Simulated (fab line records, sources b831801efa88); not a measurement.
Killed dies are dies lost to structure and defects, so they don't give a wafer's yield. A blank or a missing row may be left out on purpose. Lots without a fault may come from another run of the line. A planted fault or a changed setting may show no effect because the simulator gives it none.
Which tool did it? | flow gf180mcu | 13 lots, 39 wafers sampled, at 5 steps of a route of 602

WHAT THE GAUGES READ, wafer by wafer
GF_STI_THK_MEAS_02.
lot  | measured    | on            | STI_OXIDATION_THK (nm)
L220 | day 1 16:34 | film_metro-02 | 9.75 9.75 9.73
L222 | day 2 02:40 | film_metro-01 | 10.02 9.96 10.18
L223 | day 2 07:31 | film_metro-01 | 9.75 9.75 9.81
L226 | day 2 23:05 | film_metro-01 | 9.82 9.96 9.78
L227 | day 3 05:19 | film_metro-02 | 9.96 9.98 9.96
L228 | day 3 09:12 | film_metro-03 | 10.07 9.83 9.81
L229 | day 3 13:31 | film_metro-03 | 10.06 10.19 10.21
L230 | day 3 19:05 | film_metro-02 | 9.89 10.18 10.05
L233 | day 4 10:37 | film_metro-02 | 10.06 9.93 10.10
L234 | day 4 14:59 | film_metro-01 | 10.01 9.99 9.92
L238 | day 5 10:31 | film_metro-02 | 9.97 10.08 9.96
L240 | day 5 20:32 | film_metro-02 | 10.20 10.15 10.20
L242 | day 6 07:07 | film_metro-03 | 10.16 10.02 10.25

GF_VT_IMPLANT_TW_MEAS_10.
lot  | measured     | on            | VT_IMPLANT_TW
L220 | day 6 05:47  | film_metro-02 | 558 556 561
L222 | day 6 15:59  | film_metro-02 | 558 560 558
L223 | day 6 22:56  | film_metro-03 | 557 558 558
L226 | day 7 21:51  | film_metro-02 | 561 560 563
L227 | day 7 22:02  | film_metro-03 | 563 563 560
L228 | day 8 00:44  | film_metro-02 | 562 559 560
L229 | day 8 03:32  | film_metro-04 | 567 568 571
L230 | day 8 12:08  | film_metro-04 | 575 573 572
L233 | day 9 09:17  | film_metro-04 | 573 572 571
L234 | day 9 12:02  | film_metro-02 | 561 562 564
L238 | day 10 16:39 | film_metro-04 | 586 590 586
L240 | day 11 04:52 | film_metro-02 | 579 581 583
L242 | day 11 20:24 | film_metro-02 | 566 563 563

GF_M3_RS_MEAS_05: measures by four-point-probe.
lot  | measured     | on            | M3_ALCU_RS (ohm/sq)
L220 | day 21 14:32 | film_metro-03 | 0.0700 0.0696 0.0702
L222 | day 22 05:06 | film_metro-02 | 0.0701 0.0695 0.0698
L223 | day 22 16:48 | film_metro-04 | 0.0691 0.0686 0.0686
L226 | day 24 08:47 | film_metro-04 | 0.0710 0.0696 0.0698
L227 | day 24 07:41 | film_metro-04 | 0.0692 0.0697 0.0696
L228 | day 24 14:14 | film_metro-03 | 0.0707 0.0702 0.0705
L229 | day 24 12:28 | film_metro-02 | 0.0692 0.0699 0.0680
L230 | day 24 18:11 | film_metro-03 | 0.0704 0.0701 0.0696
L233 | day 25 18:51 | film_metro-04 | 0.0697 0.0708 0.0706
L234 | day 26 05:28 | film_metro-02 | 0.0700 0.0702 0.0708
L238 | day 27 12:46 | film_metro-02 | 0.0694 0.0688 0.0688
L240 | day 28 04:05 | film_metro-03 | 0.0695 0.0692 0.0687
L242 | day 28 14:01 | film_metro-04 | 0.0697 0.0703 0.0699

WHICH TOOL RAN EACH LOT (tool, then ch and the chambers of the sampled wafers, then the start)
lot  | GF_VT_IMPLANT_IMPLANT_08        | GF_V2_ETCH_16
L220 | implanter-03 ch 0, day 6 05:32  | rie_diel-02 ch 0,2, day 21 12:56
L222 | implanter-04 ch 0, day 6 15:44  | rie_diel-03 ch 0,1,3, day 22 03:22
L223 | implanter-04 ch 0, day 6 22:41  | rie_diel-02 ch 1,2,3, day 22 15:13
L226 | implanter-04 ch 0, day 7 21:36  | rie_diel-02 ch 1,3, day 24 07:13
L227 | implanter-04 ch 0, day 7 21:47  | rie_diel-03 ch 0,3, day 24 06:07
L228 | implanter-03 ch 0, day 8 00:31  | rie_diel-01 ch 1,2,3, day 24 12:26
L229 | implanter-04 ch 0, day 8 03:18  | rie_diel-01 ch 1,3, day 24 10:46
L230 | implanter-04 ch 0, day 8 11:53  | rie_diel-03 ch 2,3, day 24 16:28
L233 | implanter-04 ch 0, day 9 09:04  | rie_diel-03 ch 0,1,3, day 25 17:13
L234 | implanter-03 ch 0, day 9 11:47  | rie_diel-03 ch 0,2,3, day 26 03:53
L238 | implanter-04 ch 0, day 10 16:25 | rie_diel-02 ch 0,3, day 27 11:08
L240 | implanter-04 ch 0, day 11 04:38 | rie_diel-03 ch 0,1,3, day 28 02:28
L242 | implanter-02 ch 0, day 11 20:10 | rie_diel-03 ch 0,1,3, day 28 12:22
- GF_VT_IMPLANT_IMPLANT_08
- GF_V2_ETCH_16: etches BARC in N2/H2.

WHAT THE TOOLS THEMSELVES READ (means of the sampled wafers that have a number; where no wafer has one, the mark that the record gives instead)
GF_VT_IMPLANT_IMPLANT_08.
lot  | tool         | dose_ions_cm2 | faraday_current_uA
L220 | implanter-03 | 8.28e+12      | 47.9
L222 | implanter-04 | 8.30e+12      | 46.3
L223 | implanter-04 | 8.29e+12      | 46.7
L226 | implanter-04 | 8.28e+12      | 47.5
L227 | implanter-04 | 8.29e+12      | 47.4
L228 | implanter-03 | 8.28e+12      | 47.5
L229 | implanter-04 | 8.29e+12      | 46.4
L230 | implanter-04 | 8.28e+12      | 47.3
L233 | implanter-04 | 8.28e+12      | 47.3
L234 | implanter-03 | 8.31e+12      | 47.1
L238 | implanter-04 | 9.14e+12      | 51.9
L240 | implanter-04 | 9.14e+12      | 52.1
L242 | implanter-02 | 8.29e+12      | 46.6

GF_V2_ETCH_16.
lot  | tool        | drypump_motor_current_A (A) | oes_product_au (a.u.) | throttle_valve_pct (%)
L220 | rie_diel-02 | 5.9                         | 0.858                 | 13.219
L222 | rie_diel-03 | 6.2                         | 0.858                 | 13.225
L223 | rie_diel-02 | 5.5                         | 0.855                 | 13.231
L226 | rie_diel-02 | 5.3                         | 0.859                 | 13.226
L227 | rie_diel-03 | 6.2                         | 0.858                 | 13.234
L228 | rie_diel-01 | 6.3                         | 0.856                 | 13.218
L229 | rie_diel-01 | 6.2                         | 0.861                 | 13.227
L230 | rie_diel-03 | 6.2                         | 0.854                 | 13.222
L233 | rie_diel-03 | 6.1                         | 0.854                 | 13.221
L234 | rie_diel-03 | 6.0                         | 0.858                 | 13.234
L238 | rie_diel-02 | 6.0                         | 0.852                 | 13.232
L240 | rie_diel-03 | 6.1                         | 0.854                 | 13.229
L242 | rie_diel-03 | 6.1                         | 0.859                 | 13.226

THE ANSWER, worked out from the rows above alone
Rule: what is usual is taken from the lots themselves. Put in order of their means at a reading, lots are off if they are a third of the lots or fewer, leave a main group of 4 or more, and stand apart from it by a gap of 3 or more times the standard deviation of the main group's means; of several such gaps the widest counts. A main group whose means are all the same, to the digits that the tables above print for the reading, isn't used. A lot without any number at a reading at which 4 lots or more have one is off too. The other lots that the step has rows for count as sound. The gauges are gone through in route order, then the tools' own readings, and for those a lot's mean is taken as printed above. The first step at which some lot is off is used, and at that step the reading that is off furthest; a lot without a number counts as furthest.
Off: L238, L240, at GF_VT_IMPLANT_IMPLANT_08 (dose_ions_cm2). The main group: mean 8.29e+12, standard deviation 9.4e+09.
A tool fits if, at that step or a process step before it, it ran every lot that is off, and no sound lot after the first of them. One fits: implanter-04 at GF_VT_IMPLANT_IMPLANT_08. Its last sound lot is L233 (day 9 09:04), its first lot that is off L238 (day 10 16:25): a fault that began between those two fits.
The tool's own readings at GF_VT_IMPLANT_IMPLANT_08 bear it out: on the lots that are off they differ by more than 5 times the standard deviation of the sound lots' means. dose_ions_cm2 reads 9.14e+12 there against 8.29e+12 on the sound lots; faraday_current_uA reads 52.0 there against 47.1 on the sound lots.

WHAT THE SIMULATOR HAD PUT IN
Process parameter drift: implanter-04, from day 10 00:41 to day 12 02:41, at GF_VT_IMPLANT_IMPLANT_08. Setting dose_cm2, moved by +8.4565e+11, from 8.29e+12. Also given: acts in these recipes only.
Lots struck among those shown: L238, L240. The rule above found the same.
